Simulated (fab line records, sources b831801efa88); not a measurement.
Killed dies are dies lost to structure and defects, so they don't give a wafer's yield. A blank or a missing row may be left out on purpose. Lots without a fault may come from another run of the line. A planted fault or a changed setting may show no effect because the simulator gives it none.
fab line records | flow sky130
record lots=12 wafers=36 last_day=50
route steps=708 shown LI_CONTACT@386 METAL4@634 VIA4@657 METAL5@665 PAD_OPEN@708
lots that met no fault: from a run of the same line without faults
start_h: hours from the record's first day to the start of the lot's first wafer shown | wait_h: hours since the lot's step before | " the same as in the row above | L1.1+2: a row that stands for several wafers | - no value, or no start given | * or withheld: withheld | < > ~ a bound
route shown NAME@n: a module of which the file shows steps, and the number in the route of the first | usual: mean/standard deviation of fault-free wafers | same: alike in all rows | chamber/n: place in a boat | sites: the reading at each site | _std_site: their standard deviation | _edge_site: outer sites' mean less inner sites' | radius_mm: how far each site lies from the wafer's centre | mask NAME#n: copy n | behind: the tool/chamber that last shaped the wafer | hold: why the lot was held/for how many hours/how that ended | device: the transistor (n, p or np) that didn't switch | end of line: the same wafers' tests at the end of the route | a step without rows: its recipe alone | killed: dies lost to structure and defects at the first sort, not the wafer's yield | map: a wafer's dies, x killed, . not, _ none there
set.NAME: the setting as run; set.NAME@STEP: as run at that earlier step | model.NAME: the simulator's own value behind a step, which no gauge read
steps of the route over a sample of lots; a table a step, a row a wafer
services: from which hour (start_h, from the record's first day; less than 0 if before it) a tool's chamber was out of use, for how many hours, and why
## steps
# step SKY_LI_CONTACT_CMP_24
# recipe stop_on=PSG t_overpolish_s=20 down_force_psi=3.5 platen_rpm=60 target_thk_nm=0 pad_velocity_m_s=0.94248
# usual motor_current_A=10.6/1 overpolish_run_s=20.000/0.0089 slurry_filter_dp_kPa=13.49/0.14 time_to_endpoint_s=97/4.9
# columns lot.wafer tool chamber start_h wait_h motor_current_A overpolish_run_s slurry_filter_dp_kPa time_to_endpoint_s
L168.4 cmp-02 0 696.06 0.0 8.9 20.006 13.47 95
L168.1 " 1 " " 11.2 20.012 13.54 95
L168.3 " 2 " " 10.9 19.993 13.45 102
L171.4 cmp-01 0 720.19 0.1 12.7 20.010 13.28 96
L171.5 " 2 " " 9.9 20.000 13.45 92
L171.6 " 3 " " 10.6 19.994 13.39 102
L169.4 cmp-02 1 721.81 0.1 11.7 19.995 13.64 93
L169.1 " 3 " " 11.0 20.011 13.44 105
L169.6 " 0 " " 9.8 19.981 13.51 96
L172.3 cmp-02 2 738.85 0.0 11.1 20.000 13.73 105
L172.1 " 3 " " 10.7 20.002 13.58 108
L172.6 " 2 " " 12.0 19.990 13.53 106
L173.3 cmp-02 1 742.24 0.1 10.5 20.012 13.62 95
L173.6 " 0 " " 9.1 20.010 13.63 92
L173.5 " 1 " " 10.7 19.983 13.31 100
L175.2 cmp-02 3 749.08 0.3 10.8 19.988 13.51 106
L175.3 " 0 " " 9.3 20.005 13.64 96
L175.1 " 1 " " 11.2 19.989 13.85 95
L174.4 cmp-02 0 750.28 0.5 9.3 20.001 13.50 93
L174.2 " 2 " " 11.2 19.987 13.38 99
L174.5 " 0 " " 8.9 20.012 13.52 94
L177.2 cmp-02 2 772.15 1.6 11.0 20.004 13.57 99
L177.4 " 0 " " 9.0 20.007 13.53 92
L177.6 " 2 " " 11.9 20.020 13.26 98
L178.4 cmp-02 2 776.00 0.0 11.6 19.997 13.75 107
L178.1 " 3 " " 11.3 20.000 13.49 103
L178.6 " 2 " " 10.7 20.006 13.27 101
L179.4 cmp-02 0 785.23 0.1 8.8 19.992 13.33 93
L179.1 " 2 " " 11.0 20.017 13.66 100
L179.5 " 3 " " 11.4 20.009 13.61 102
L184.3 cmp-02 2 821.95 0.1 11.2 20.004 13.50 105
L184.4 " 0 " " 9.5 20.005 13.28 94
L184.5 " 1 " " 10.9 19.989 13.53 96
L189.4 cmp-01 3 856.78 0.0 10.1 19.999 13.52 99
L189.1 " 1 " " 10.7 20.007 13.77 96
L189.5 " 3 " " 10.5 20.002 13.59 97
# step SKY_METAL4_METAL_ETCH_18
# recipe target_depth_a=8450 stop_on=SiO2 over_etch_frac=0.3 time_s=183.1 chemistry=Cl2/BCl3 resist_sidewall_deg=88 pressure_mtorr=10 icp_w=900 bias_w=48.5 Cl2_flow_sccm=60 bcl3_flow_sccm=30
# usual drypump_motor_current_A=5.49/0.26 oes_product_au=0.867/0.0069 throttle_valve_pct=22.265/0.0087
# columns lot.wafer tool chamber start_h wait_h drypump_motor_current_A oes_product_au rf_hours_counter_h throttle_valve_pct
L168.1 rie_metal-02 1 1002.41 0.0 5.72 0.870 17 22.260
L168.3 " 0 " " 5.22 0.860 - 22.261
L168.4 " 1 " " 5.74 0.871 - 22.257
L171.4 rie_metal-02 0 1023.07 0.1 5.22 0.862 - 22.292
L171.5 " 0 " " 5.24 0.861 - 22.267
L171.6 " 1 " " 5.72 0.859 - 22.269
L169.1 rie_metal-02 0 1024.97 0.0 5.20 0.880 12 22.258
L169.4 " 0 " " 5.23 0.866 - 22.272
L169.6 " 0 " " 5.22 0.864 - 22.269
L172.1 rie_metal-01 1 1039.09 0.0 5.27 0.862 1 22.273
L172.3 " 1 " " 5.27 0.860 - 22.267
L172.6 " 0 " " 5.70 0.864 - 22.258
L173.3 rie_metal-04 1 1039.85 0.1 5.85 0.876 - 22.275
L173.5 " 0 " " 5.18 0.861 - 22.264
L173.6 " 1 " " 5.87 0.874 - 22.257
L175.1 rie_metal-02 1 1047.27 0.0 5.71 0.852 20 22.276
L175.2 " 0 " " 5.22 0.877 13 22.252
L175.3 " 0 " " 5.24 0.864 - 22.252
L174.2 rie_metal-02 1 1048.94 0.0 5.71 0.863 20 22.258
L174.4 " 0 " " 5.23 0.861 - 22.267
L174.5 " 0 " " 5.23 0.873 - 22.262
L177.2 rie_metal-01 1 1063.62 0.0 5.27 0.873 2 22.270
L177.4 " 1 " " 5.27 0.882 - 22.261
L177.6 " 1 " " 5.27 0.865 - 22.264
L178.1 rie_metal-02 1 1066.49 0.0 5.73 0.882 21 22.261
L178.4 " 0 " " 5.22 0.880 - 22.236
L178.6 " 0 " " 5.23 0.873 - 22.256
L179.1 rie_metal-04 1 1075.79 0.0 5.83 0.863 20 22.255
L179.4 " 1 " " 5.83 0.871 - 22.257
L179.5 " 1 " " 5.83 0.858 - 22.270
L184.3 rie_metal-01 1 1105.15 0.1 5.27 0.869 - 22.281
L184.4 " 0 " " 5.70 0.871 - 22.257
L184.5 " 0 " " 5.70 0.874 - 22.270
L189.1 rie_metal-02 1 1130.67 0.0 5.70 0.871 26 22.277
L189.4 " 1 " " 5.71 0.865 - 22.263
L189.5 " 0 " " 5.22 0.865 - 22.270
# step SKY_VIA4_CVD_18
# recipe material=W target_thk_nm=505 time_s=152.14 temp_c=400 pressure_torr=40
# usual heater_power_w=836/95 susceptor_temp_C=399.98/0.23
# columns lot.wafer tool chamber start_h wait_h heater_power_w susceptor_temp_C
L168.1 cvd_w-02 1 1027.65 0.0 717 400.04
L168.3 " 0 " " 867 400.30
L168.4 " 1 " " 698 400.20
L171.4 cvd_w-02 0 1048.58 0.1 847 399.75
L171.5 " 0 " " 822 399.64
L171.6 " 1 " " 730 400.30
L169.1 cvd_w-02 1 1049.98 0.0 689 400.06
L169.4 " 0 " " 852 399.85
L169.6 " 0 " " 844 399.86
L172.1 cvd_w-02 1 1063.80 0.0 714 400.30
L172.3 " 0 " " 865 399.88
L172.6 " 0 " " 847 399.90
L173.3 cvd_w-01 0 1064.42 0.1 995 400.30
L173.5 " 1 " " 794 400.23
L173.6 " 0 " " 961 399.92
L175.1 cvd_w-01 1 1071.43 0.0 801 399.86
L175.2 " 0 " " 963 399.49
L175.3 " 1 " " 812 399.83
L174.2 cvd_w-01 0 1073.42 0.0 962 400.02
L174.4 " 0 " " 994 400.28
L174.5 " 0 " " 988 399.99
L177.2 cvd_w-02 1 1087.59 0.0 715 399.85
L177.4 " 1 " " 713 399.96
L177.6 " 0 " " 853 399.81
L178.1 cvd_w-02 0 1090.43 0.0 842 400.04
L178.4 " 1 " " 721 399.95
L178.6 " 0 " " 838 400.17
L179.1 cvd_w-01 1 1099.06 0.0 806 400.19
L179.4 " 0 " " 1004 399.85
L179.5 " 1 " " 816 399.96
L184.3 cvd_w-02 1 1127.92 0.1 726 400.25
L184.4 " 0 " " 846 400.13
L184.5 " 1 " " 736 400.36
L189.1 cvd_w-01 1 1151.88 0.0 812 399.88
L189.4 " 1 " " 783 399.84
L189.5 " 1 " " 801 400.04
# step SKY_METAL5_SPUTTER_04
# recipe material=TiN target_thk_nm=70 power_w=6500 time_s=58.3 chamber_pressure_pa=0.4
# usual throttle_valve_pct=29.9/0.72
# columns lot.wafer tool chamber start_h wait_h throttle_valve_pct
L168.1 pvd_sputter-03 - 1028.40 0.0 28.8
L168.3 " - " " 29.4
L168.4 " - " " 29.7
L171.4 pvd_sputter-03 - 1049.28 0.0 28.9
L171.5 " - " " 29.7
L171.6 " - " " 28.8
L169.1 pvd_sputter-01 - 1050.73 0.0 31.0
L169.4 " - " " 29.6
L169.6 " - " " 30.9
L172.1 pvd_sputter-01 - 1064.55 0.0 31.0
L172.3 " - " " 30.9
L172.6 " - " " 29.5
L173.3 pvd_sputter-03 - 1065.30 0.0 29.4
L173.5 " - " " 29.6
L173.6 " - " " 29.5
L175.1 pvd_sputter-04 - 1072.18 0.0 30.3
L175.2 " - " " 30.2
L175.3 " - " " 29.4
L174.2 pvd_sputter-04 - 1074.17 0.0 30.3
L174.4 " - " " 30.3
L174.5 " - " " 29.1
L177.2 pvd_sputter-03 - 1088.34 0.0 29.4
L177.4 " - " " 29.8
L177.6 " - " " 29.5
L178.1 pvd_sputter-04 - 1091.42 0.0 30.4
L178.4 " - " " 29.2
L178.6 " - " " 29.7
L179.1 pvd_sputter-04 - 1099.84 0.0 29.3
L179.4 " - " " 29.5
L179.5 " - " " 30.2
L184.3 pvd_sputter-01 - 1128.62 0.0 29.8
L184.4 " - " " 30.9
L184.5 " - " " 30.9
L189.1 pvd_sputter-03 - 1152.63 0.0 29.9
L189.4 " - " " 29.9
L189.5 " - " " 29.5
# step SKY_PAD_OPEN_PROBE_99
# usual killed_at_M0_to_M3=43/6.8 killed_at_M4_up=3.2/2 killed_at_contacts=24/5.3 killed_at_front_end=16/4.4 killed_at_other=0.3/0.54 killed_dies=86/9.4 killed_on_rim=16/3.8 killed_open=48/6.6 killed_short=38/6.5
# same gross_dies=492 killed_at_back_side=0
# columns lot.wafer tool chamber start_h wait_h killed_at_M0_to_M3 killed_at_M4_up killed_at_contacts killed_at_front_end killed_at_other killed_dies killed_on_rim killed_open killed_short
L171.4 prober-01 - 1116.96 0.2 42 1 17 19 0 79 12 45 34
L171.5 prober-01 - 1117.01 0.2 39 3 28 16 0 86 11 49 37
L171.6 prober-01 - 1117.06 0.2 55 3 25 15 0 98 19 59 39
L169.1 prober-02 - 1119.22 0.1 52 8 24 14 1 99 18 52 47
L169.4 prober-02 - 1119.37 0.2 49 4 29 14 0 96 16 46 50
L169.6 prober-02 - 1119.47 0.2 52 2 18 18 0 90 10 42 48
L177.2 prober-02 - 1152.80 0.1 44 0 26 10 1 81 16 42 39
L177.4 prober-02 - 1152.90 0.2 42 5 25 14 1 87 23 51 36
L177.6 prober-02 - 1153.00 0.2 45 3 30 16 0 94 22 59 35
L178.1 prober-01 - 1155.68 0.1 39 3 21 7 0 70 11 40 30
L178.4 prober-01 - 1155.83 0.2 37 3 29 20 0 89 20 42 47
L178.6 prober-01 - 1155.93 0.2 35 1 24 15 0 75 10 40 34
L184.3 prober-01 - 1188.55 0.2 49 3 13 15 0 80 15 44 36
L184.4 prober-01 - 1188.60 0.2 45 2 22 22 0 91 17 46 45
L184.5 prober-01 - 1188.65 0.2 25 4 178 11 1 219 41 38 28
# killed by level:class
L171.4 LI_CONTACT:geometric_particle:open=9 VIA1:geometric_particle:open=8 VIA2:geometric_particle:open=7 VIA3:geometric_particle:open=7 POLY_GATE:geometric_particle:short=5 VIA1:geometric_particle:short=5 CONTACT:geometric_particle:open=5 FIELD_ISO:geometric_particle:short=4
L171.5 VIA1:geometric_particle:open=11 CONTACT:geometric_particle:open=10 LI_CONTACT:geometric_particle:open=7 VIA3:geometric_particle:open=7 POLY_GATE:geometric_particle:open=6 VIA2:geometric_particle:open=5 FIELD_ISO:geometric_particle:short=5 LI_CONTACT:geometric_particle:short=5
L171.6 VIA2:geometric_particle:open=10 VIA3:geometric_particle:open=9 METAL2:geometric_particle:short=9 CONTACT:geometric_particle:open=8 LI_CONTACT:geometric_particle:open=7 VIA1:geometric_particle:open=7 VIA3:geometric_particle:short=5 POLY_GATE:geometric_particle:open=4
L169.1 CONTACT:geometric_particle:open=10 LI_CONTACT:geometric_particle:open=8 VIA1:geometric_particle:open=7 METAL1:geometric_particle:short=7 VIA1:geometric_particle:short=7 VIA2:geometric_particle:open=7 VIA3:geometric_particle:short=5 VIA3:geometric_particle:open=5
L169.4 CONTACT:geometric_particle:open=11 VIA1:geometric_particle:short=9 VIA3:geometric_particle:open=9 LI_CONTACT:geometric_particle:open=7 FIELD_ISO:geometric_particle:short=6 METAL1:geometric_particle:short=6 VIA1:geometric_particle:open=6 METAL2:geometric_particle:short=6
L169.6 VIA1:geometric_particle:open=12 METAL1:geometric_particle:short=11 CONTACT:geometric_particle:open=7 METAL3:geometric_particle:short=7 CONTACT:geometric_particle:short=6 FIELD_ISO:geometric_particle:open=5 FIELD_ISO:geometric_particle:short=5 VIA2:geometric_particle:open=5
L177.2 CONTACT:geometric_particle:open=10 VIA2:geometric_particle:open=9 CONTACT:geometric_particle:short=7 VIA1:geometric_particle:open=7 VIA1:geometric_particle:short=6 METAL2:geometric_particle:short=5 VIA3:geometric_particle:open=5 LI_CONTACT:geometric_particle:open=4
L177.4 CONTACT:geometric_particle:open=14 VIA1:geometric_particle:open=10 VIA3:geometric_particle:open=8 FIELD_ISO:geometric_particle:short=6 VIA2:geometric_particle:open=5 LI_CONTACT:geometric_particle:open=5 METAL3:geometric_particle:short=4 METAL4:geometric_particle:short=4
L177.6 CONTACT:geometric_particle:open=17 VIA1:geometric_particle:open=16 FIELD_ISO:geometric_particle:open=5 LOCAL_INTERCONNECT:geometric_particle:short=5 FIELD_ISO:geometric_particle:short=4 METAL2:geometric_particle:open=4 METAL2:geometric_particle:short=4 VIA3:geometric_particle:short=4
L178.1 VIA2:geometric_particle:open=9 CONTACT:geometric_particle:open=9 VIA3:geometric_particle:open=6 CONTACT:geometric_particle:short=5 METAL1:geometric_particle:short=5 VIA1:geometric_particle:open=5 VIA2:geometric_particle:short=5 VIA3:geometric_particle:short=4
L178.4 CONTACT:geometric_particle:open=11 FIELD_ISO:geometric_particle:short=10 VIA1:geometric_particle:open=9 VIA2:geometric_particle:open=9 VIA1:geometric_particle:short=7 LOCAL_INTERCONNECT:geometric_particle:short=5 CONTACT:geometric_particle:short=5 POLY_GATE:geometric_particle:open=4
L178.6 CONTACT:geometric_particle:open=8 LI_CONTACT:geometric_particle:open=7 VIA2:geometric_particle:open=7 POLY_GATE:geometric_particle:open=6 METAL1:geometric_particle:short=6 METAL2:geometric_particle:short=5 CONTACT:geometric_particle:short=4 METAL1:geometric_particle:open=4
L184.3 METAL1:geometric_particle:short=9 VIA1:geometric_particle:open=9 VIA2:geometric_particle:open=8 FIELD_ISO:geometric_particle:open=5 POLY_GATE:geometric_particle:open=5 METAL2:geometric_particle:short=5 LOCAL_INTERCONNECT:geometric_particle:short=4 VIA1:geometric_particle:short=4
L184.4 LI_CONTACT:geometric_particle:open=8 FIELD_ISO:geometric_particle:short=7 CONTACT:geometric_particle:open=7 POLY_GATE:geometric_particle:short=6 METAL1:geometric_particle:short=6 VIA2:geometric_particle:open=6 VIA1:geometric_particle:open=6 POLY_GATE:geometric_particle:open=5
L184.5 LI_CONTACT:unspecified=153 CONTACT:geometric_particle:open=8 VIA1:geometric_particle:open=6 FIELD_ISO:geometric_particle:open=5 LI_CONTACT:geometric_particle:open=5 LOCAL_INTERCONNECT:geometric_particle:short=5 FIELD_ISO:geometric_particle:short=3 LI_CONTACT:geometric_particle:short=3
## services
# columns tool chamber start_h hours kind
cmp-02 - 697.57 0.5 repair
cvd_w-02 - 698.95 2.6 repair
cvd_w-02 0 727.03 5.5 repair
cmp-02 - 733.95 2.6 repair
cmp-02 - 740.93 1.0 repair
cmp-02 - 751.87 4.0 pm
pvd_sputter-03 - 754.15 9.5 repair
cmp-02 - 762.64 0.6 repair
pvd_sputter-03 - 767.52 0.8 repair
cmp-02 - 768.50 2.5 repair
cvd_w-02 - 781.67 0.4 repair
cmp-02 - 798.65 2.1 repair
cmp-02 - 838.63 3.8 pm
rie_metal-02 1 896.19 13.8 repair
cvd_w-02 - 904.00 14.0 pm
cmp-02 - 936.58 9.3 repair
cmp-02 - 981.53 7.5 pm
rie_metal-02 - 1041.54 0.5 repair
cvd_w-02 - 1052.63 6.7 repair
cmp-02 - 1082.39 0.8 repair
cmp-02 - 1088.90 4.0 pm
cmp-02 - 1092.95 2.3 repair
cmp-02 - 1125.63 0.8 repair
cvd_w-02 - 1140.88 0.9 repair
## key
first_sign step=SKY_PAD_OPEN_PROBE_99 reading=killed_at_contacts direction=up sigmas=29 usual=24 struck=178
effect step=SKY_PAD_OPEN_PROBE_99 reading=killed_dies direction=up sigmas=14 usual=86 struck=219
met_at SKY_LI_CONTACT_CMP_24
struck_lots L184
struck_wafers L184.5
tester_left_out L184
not_acting_at SKY_METAL4_METAL_ETCH_18,SKY_VIA4_CVD_18,SKY_METAL5_SPUTTER_04
onset_between 749.08 821.95
fault kind=chamber_particle_source tool=cmp-02 chamber=1 onset_h=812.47 steps=SKY_LI_CONTACT_CMP_24 rate_per_visit_cm2=0.88385 end_h=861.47
# tester_left_out: of these lots the tester's yield and bins aren't shown, on N5 and GAA mostly nor the transistor test; their killed dies are dies lost to structure and defects alone, not to doping, threshold or leakage, so they don't give the yield
